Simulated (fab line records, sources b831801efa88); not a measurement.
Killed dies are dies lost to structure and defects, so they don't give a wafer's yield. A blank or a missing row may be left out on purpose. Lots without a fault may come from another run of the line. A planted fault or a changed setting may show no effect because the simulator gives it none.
Problem report in the 8D (eight disciplines) form, filled by code | flow sky130 | the parts of the form that need people (team, actions taken, sign-off) are left out

1. THE PROBLEM
killed_at_M0_to_M3 at SKY_PAD_OPEN_PROBE_99 reads a mean of 85 on 1 wafer of 1 lot; wafers without a fault read 42 with a standard deviation of 7.4. That is +5.8 standard deviations from the usual mean.
First seen on wafer L600.6, day 49 13:58, on prober-01. The record holds 9 wafers of 3 lots with a number at this step. Rule for "out", or "out of limits": more than 4 standard deviations from the usual mean. The other wafers with a number count as sound.

2. WHAT IT IS AND WHAT IT IS NOT
question                    | is                                      | is not
which readings at this step | killed_at_M0_to_M3, sort_bin_5_function | killed_at_M4_up, killed_at_contacts, killed_at_front_end, killed_at_other, killed_open, killed_short, sort_bin_6_memory
which lots                  | L600                                    | L594, L607
which wafers of those lots  | L600.6                                  | L600.1, L600.3
read on which tools         | prober-01                               | prober-02
when                        | from day 49 13:58                       | up to then (5 sound wafers); but 3 sound wafers of L607 came after

3. SUSPECTS, AND WHAT RULES EACH OUT
Counting: a tool at a process step up to the reading stays a suspect if it ran every lot that is out. Sound lots after the first of them don't rule it out here, since some wafers of a struck lot are sound.
- pvd_sputter-01 at SKY_VIA3_SPUTTER_20 (material TiN, target thk 20 nm, time 80 s): kept. It ran the lot that is out, L600 (day 44 00:41).
- pecvd-02 at SKY_PASSIVATION_CVD_00 (deposits SiO2, target thk 90 nm): kept. It ran the lot that is out, L600 (day 47 19:36); its last sound lot up to then is L594 (day 47 18:02).
- prober-01 at SKY_PAD_OPEN_PROBE_99: kept. It ran the lot that is out, L600 (day 49 13:43). Its own readings are out on those wafers: killed_at_M0_to_M3, sort_bin_5_function.
- Within pecvd-02 at SKY_PASSIVATION_CVD_00: the wafers that are out ran in chamber 0; their sound lot-mates ran in chambers 1, 2.
Left after counting: pvd_sputter-01 at SKY_VIA3_SPUTTER_20, pecvd-02 at SKY_PASSIVATION_CVD_00, prober-01 at SKY_PAD_OPEN_PROBE_99.

4. THE CAUSE (what the simulator had put in)
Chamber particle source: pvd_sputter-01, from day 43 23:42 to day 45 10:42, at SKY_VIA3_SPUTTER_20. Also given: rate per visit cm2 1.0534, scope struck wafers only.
Counting left 3 suspects, and this tool is among them.

5. THE CHAIN OF EFFECTS, in route order
Each row: a reading whose mean over the struck wafers that have a number lies more than 3 standard deviations from the usual. Only readings for which the record gives a usual standard deviation are gone through. hours: the time from each lot's start at the first step in this table that gives one to its start at this step, as a median over the lots. sigmas: the change in usual standard deviations.
hours | step                  | reading              | usual  | on struck wafers | change | sigmas
0     | SKY_PAD_OPEN_PROBE_99 | defect_limited_yield | 82.7 % | 74.8             | -7.9   | -4.0
0     | SKY_PAD_OPEN_PROBE_99 | killed_at_M0_to_M3   | 42     | 85               | +43    | +5.8
0     | SKY_PAD_OPEN_PROBE_99 | killed_dies          | 85     | 124              | +39    | +4.0
0     | SKY_PAD_OPEN_PROBE_99 | killed_on_rim        | 17     | 30               | +13    | +3.1
0     | SKY_PAD_OPEN_PROBE_99 | sort_bin_3_pad_short | 0.9 %  | 2.4              | +1.5   | +3.8
0     | SKY_PAD_OPEN_PROBE_99 | sort_bin_5_function  | 10.3 % | 16.5             | +6.2   | +4.1
0     | SKY_PAD_OPEN_PROBE_99 | sort_n_pass          | 407    | 368              | -39    | -4.0
0     | SKY_PAD_OPEN_PROBE_99 | sort_yield_pct       | 82.7 % | 74.8             | -7.9   | -4.0
The process steps in it:
- SKY_PAD_OPEN_PROBE_99

6. WHAT WOULD HAVE CAUGHT IT SOONER
In this record the first reading out of limits was taken at day 49 13:58, 134 hours after the fault began at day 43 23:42.
Of the tool readings at SKY_VIA3_SPUTTER_20 for which the record gives a usual standard deviation, none was out on any struck wafer, so an alarm limit of 4 standard deviations on them would not have fired.
All the lots that are out (1) had begun SKY_VIA3_SPUTTER_20 on pvd_sputter-01 by day 49 13:58. A hold on the tool at that time would have spared none of them.
